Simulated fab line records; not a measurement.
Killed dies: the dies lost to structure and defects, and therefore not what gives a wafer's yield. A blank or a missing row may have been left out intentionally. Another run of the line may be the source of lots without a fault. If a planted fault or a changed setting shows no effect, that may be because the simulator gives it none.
The same fault as seen by 2 desks    flow sky130    only its own numbers are on each desk; what lay behind them is given at the end

FROM THE METROLOGY DESK
Lot by lot, what the gauges showed, no matter which tool ran the lot: averages of those sampled wafers that carry a number. Any lot whose mean is over 4 standard deviations away from the usual mean is out of limits and marked OUT; that distance is given in the brackets.
Columns: A = CAPM_CVD_00_THK at SKY_CAPM_THK_MEAS_01, usual 15.55 nm; B = CAPM_TIN_RS at SKY_CAPM_RS_MEAS_03, usual 6.94 ohm/sq; C = CAPM_TIN_THK at SKY_CAPM_THK_MEAS_04, usual 195.8 nm; D = CAPM_OVL at SKY_CAPM_OVL_MEAS_12, usual 0.3 nm
lot   first seen here  A      B     C      D
L312  day 36 23:47     15.61  7.03  192.6  0.8
L313  day 37 12:10     15.32  6.96  194.2  0.7
L320  day 39 18:20     15.73  7.10  191.4  1.8
L322  day 40 11:34     15.28  6.99  193.7  0.3
L326  day 41 05:14     15.37  7.00  193.8  1.6
L327  day 41 11:52     15.61  6.89  196.8  -1.0
This desk's finding: nothing out of limits on any of the 6 lots.

AT THE TOOL OWNER'S DESK: rie-metal-02
The tool's own readings at SKY_CAPM_METAL_ETCH_13 (etches TiN in Cl2/BCl3, stops on SiO2, target depth 220 nm, time 62.9 s): means of the sampled wafers that have a number, for each lot that ran on this tool. Any lot whose mean is over 4 standard deviations away from the usual mean is out of limits and marked OUT; that distance is given in the brackets.
Columns: A = bias-w at SKY_CAPM_METAL_ETCH_13, usual 48.50 W; B = drypump-motor-current-A at SKY_CAPM_METAL_ETCH_13, usual 5.5 A; C = oes-product-au at SKY_CAPM_METAL_ETCH_13, usual 0.939 a.u.; D = rf-fwd-power-W at SKY_CAPM_METAL_ETCH_13, usual 893 W; E = throttle-valve-pct at SKY_CAPM_METAL_ETCH_13, usual 21.903 %
lot   first seen here  A                B    C      D    E
L312  day 38 00:25     48.49            5.2  0.935  893  21.905
L320  day 40 17:28     44.87 (-23) OUT  5.2  0.924  890  21.914
L322  day 41 11:41     41.01 (-47) OUT  5.2  0.929  893  21.913
Finding of this desk: L320, L322 out of limits; the first was L320 at day 40 17:28, on bias-w at SKY_CAPM_METAL_ETCH_13. L312: within limits.

TAKEN TOGETHER
The tool owner's desk had the chance to raise an alarm at day 40 17:28 on L320, L322.
From the metrology desk's view, nothing was out of limits.
The metrology desk has L320, L322 on record, within its limits.
SKY_CAPM_METAL_ETCH_13 was run on rie-metal-02 by each of the lots named.

WHAT THE SIMULATOR HAD INSERTED
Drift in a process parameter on rie-metal-02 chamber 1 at SKY_CAPM_METAL_ETCH_13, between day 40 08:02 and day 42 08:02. Setting bias-w, moved by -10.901, from 48.5. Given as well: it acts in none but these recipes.
Struck lots among those shown: L320, L322.
Hours from the fault's start to each desk's first reading out of limits: the tool owner's desk, 9.
